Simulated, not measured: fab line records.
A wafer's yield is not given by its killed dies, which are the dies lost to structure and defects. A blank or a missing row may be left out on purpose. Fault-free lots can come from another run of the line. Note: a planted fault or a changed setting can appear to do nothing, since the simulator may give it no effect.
Matching of chambers | flow sky130 | cmp-02 running SKY_VIA2_CMP_02: 4 sister chambers
The step polishes SiO2. 4 wafers are shown with their chamber, then 7 later ones without.

WAFERS WITH THEIR CHAMBER
wafer  | chamber | motor current A (A)
L189.3 | 1       | 12.0
L194.2 | 2       | 14.6
L199.4 | 3       | 9.8
L199.5 | 0       | 11.6

WAFERS WITHOUT THEIR CHAMBER
wafer  | motor current A (A)
L199.6 | 9.0
L202.1 | 13.1
L202.2 | 9.8
L202.6 | 9.6
L206.2 | 9.0
L206.3 | 11.1
L206.4 | 14.0

WHICH CHAMBER EACH ONE RAN IN
wafer  | from the rows above          | in truth
L199.6 | 3                            | 3
L202.1 | can't be placed: 1 or 0 or 2 | 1
L202.2 | 3                            | 3
L202.6 | 3                            | 3
L206.2 | 3                            | 3
L206.3 | can't be placed: 0 or 1 or 3 | 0
L206.4 | 2                            | 2
Placed correctly: 5 of 7. Unplaceable from these rows: 2, with the true chamber sitting among the candidates in 2. 0 placed wrongly.
How it was worked out, from the rows above alone: a wafer's distance from a chamber is the root of the sum, over the readings, of the square of ((its reading less the chamber's mean) divided by the reading's scatter). If the next closest chamber is less than 2 further off than the closest, the wafer can't be placed; otherwise it belongs to the closest. For every chamber, the mean is computed from those of its wafers that are shown. The scatter (one wafer shown for each chamber): square how far every hidden wafer sits from the nearest shown wafer, average those squares and take the square root.
